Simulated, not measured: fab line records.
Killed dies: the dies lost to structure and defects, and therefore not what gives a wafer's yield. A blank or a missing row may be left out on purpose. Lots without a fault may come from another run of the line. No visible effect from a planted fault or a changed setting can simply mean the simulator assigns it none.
Comparing a struck lot with a sound one ; flow gf180mcu ; 14 out of 602 route steps
Sound: the wafers L143.2, L143.5, L143.6. The struck wafers were L160.1, L160.4, L160.6. Last of all comes the cause.
For every step that has rows: the tool of each side, followed by ch and its chambers, followed by its first start. Under that, the readings that differ: sound wafers ; struck wafers ; difference of the means ; sigmas: that difference in standard deviations of wafers without a fault.
alike: readings whose means differ by less than 2 such deviations, and words and numbers that are the same on both sides. not compared: withheld readings, readings that some wafer has no value for, bounds like >300 that may hide the same value, and numbers for which the record gives no deviation and whose values overlap.
Wherever a step has rows on one side only, a row that says differs or no value, or a row with sigmas, the two part there. Numbers that have no deviation but don't overlap get no sigmas and don't part them. Lack of a reading on every wafer of one side parts them only where that side has two or more wafers.

first, 1 step without rows for these wafers: GF_DUAL_GATE_WET_ETCH_12 (etches SiO2 in dHF, target depth 13 nm, time 260 s).
GF_DUAL_GATE_STRIP_13: strips in O2/N2.
  sound on plasma_asher-02 ch 0,1, day 8 21:18; struck on plasma_asher-04 ch 0, day 13 20:32
  alike: drypump_motor_current_A, heater_power_w, oes_product_au, strip_time_to_endpoint_s
  not compared: rf_hours_counter_h
then, 3 steps without rows for these wafers: GF_DUAL_GATE_CLEAN_14 (cleans in SC1/SC2, time 150 s); GF_DUAL_GATE_OXIDATION_15 (stabilise 600 s, purge 300 s, target thk 7.098 nm); GF_POLY_GATE_CVD_00 (deposits poly-Si, target thk 200 nm, time 1200 s).
GF_POLY_GATE_THK_MEAS_01:
  sound: film_metro-03 at day 9 05:49; struck: film_metro-03 at day 13 23:35
reading;sound;struck;difference;sigmas
POLY_GATE_CVD_00_THK (nm);201.9 203.2 201.9;196.5 194.5 197.1;-6.3;-3
then, 6 steps without rows for these wafers: GF_POLY_GATE_DEHYDRATE_02 (time 60 s); GF_POLY_GATE_HMDS_03 (prime time 60 s); GF_POLY_GATE_COAT_04; GF_POLY_GATE_COAT_05 (resist thk 700 nm); GF_POLY_GATE_SOFTBAKE_06 (time 60 s); GF_POLY_GATE_EXPOSE_07 (exposes mask Poly2, target cd 280 nm).
GF_POLY_GATE_PEB_08: peb time 90 s.
  sound on litho_track-03 ch 0, day 9 22:28; struck on litho_track-04, day 14 19:57
  no value came back on the struck wafers for chill_plate_temp_C (C), exhaust_pa (Pa), plate_temp_C (C); on the sound wafers chill_plate_temp_C (C) reads 23.03 22.96 22.94
then, 1 step without rows for these wafers: GF_POLY_GATE_DEVELOP_09 (develop time 60 s).

## WHERE THEY PART
Last at GF_POLY_GATE_PEB_08 as far as this record goes, first at GF_POLY_GATE_THK_MEAS_01.

WHY: whatever the simulator had introduced
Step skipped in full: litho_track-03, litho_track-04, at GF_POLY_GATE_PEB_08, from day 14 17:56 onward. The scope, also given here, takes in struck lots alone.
